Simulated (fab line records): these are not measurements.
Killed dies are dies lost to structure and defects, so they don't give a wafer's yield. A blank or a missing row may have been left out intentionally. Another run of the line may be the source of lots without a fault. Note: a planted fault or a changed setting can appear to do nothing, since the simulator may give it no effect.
A lot that was struck, set against a sound lot -- flow gf180mcu -- 13 out of 602 route steps
Sound: the wafers L508.4, L508.5, L508.6. Wafers struck: L500.3, L500.4, L500.5. The cause is given at the end.
Order at every step that has rows: each side's tool, ch and its chambers, its first start. Under that, the readings that differ: sound wafers -- struck wafers -- difference of the means -- sigmas: that difference in standard deviations of wafers without a fault.
alike: a reading whose means differ by less than 2 such deviations, as well as words and numbers matching on both sides. not compared: withheld readings; readings where some wafer has no value; bounds like >300 that might hide an equal value; numbers whose values overlap and for which the record gives no deviation.
A row with sigmas, a row that says differs or no value, or rows on one side alone: a step with any of these is where the two part. When numbers do not overlap yet have no deviation, they are printed without sigmas and do not part them. Lack of a reading on every wafer of one side parts them only where that side has two or more wafers.

first, 5 steps without rows for these wafers: GF_STI_WET_ETCH_17 (etches Si3N4 in H3PO4, target depth 45 nm, time 514 s); GF_STI_CLEAN_18 (cleans in SC1/SC2, time 150 s); GF_STI_CLEAN_19 (cleans in dHF, time 20 s); GF_STI_WET_ETCH_20 (etches SiO2 in dHF, target depth 20 nm, time 400 s); GF_STI_OXIDATION_21 (stabilise 600 s, purge 300 s, target thk 15 nm).
GF_STI_THK_MEAS_22:
  sound on filmMetro-04 at day 5 18:28; struck on filmMetro-01 at day 4 02:31
  alike: STI_OXIDATION_01_THK
then, 1 step without rows for these wafers: GF_STI_CVD_23 (deposits SiO2, target thk 650 nm, time 108.3 s).
GF_STI_THK_MEAS_24:
  sound on filmMetro-03 at day 5 18:37; struck on filmMetro-03 at day 4 02:40
  alike: STI_CVD_23_THK
GF_STI_CMP_25: polishes, stops on Si3N4, t overpolish 33 s, target thk 524.6 nm.
  sound on cmp-02 ch 0,1, day 5 18:38; struck on cmp-02 ch 0,2,3, day 4 02:42
  alike: motorCurrentA, overpolishRunS, timeToEndpointS
then, 3 steps without rows for these wafers: GF_STI_WET_ETCH_26 (etches SiO2 in dHF, target depth 94 nm, time 188 s); GF_STI_WET_ETCH_27 (etches Si3N4 in H3PO4, target depth 160 nm, time 1825 s); GF_STI_WET_ETCH_28 (etches SiO2 in dHF, target depth 20 nm, time 40 s).
GF_STI_OXIDATION_29: stabilise 600 s, purge 300 s, target thk 10 nm.
  struck on furnace-02, day 4 03:43; sound on furnace-01 ch 0, day 5 19:56
  no value came back on the struck wafers for any of 5 readings (oxTempC (C), oxTempCMax and others); on the sound wafers oxTempC (C) reads 899.5 899.8 899.6

== WHERE THEY PART ==
At GF_STI_OXIDATION_29 and nowhere else, as far as this record goes.

WHY: what the simulator had put in
Whole step skipped at GF_STI_OXIDATION_29 on furnace-02, starting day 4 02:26. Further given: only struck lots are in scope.
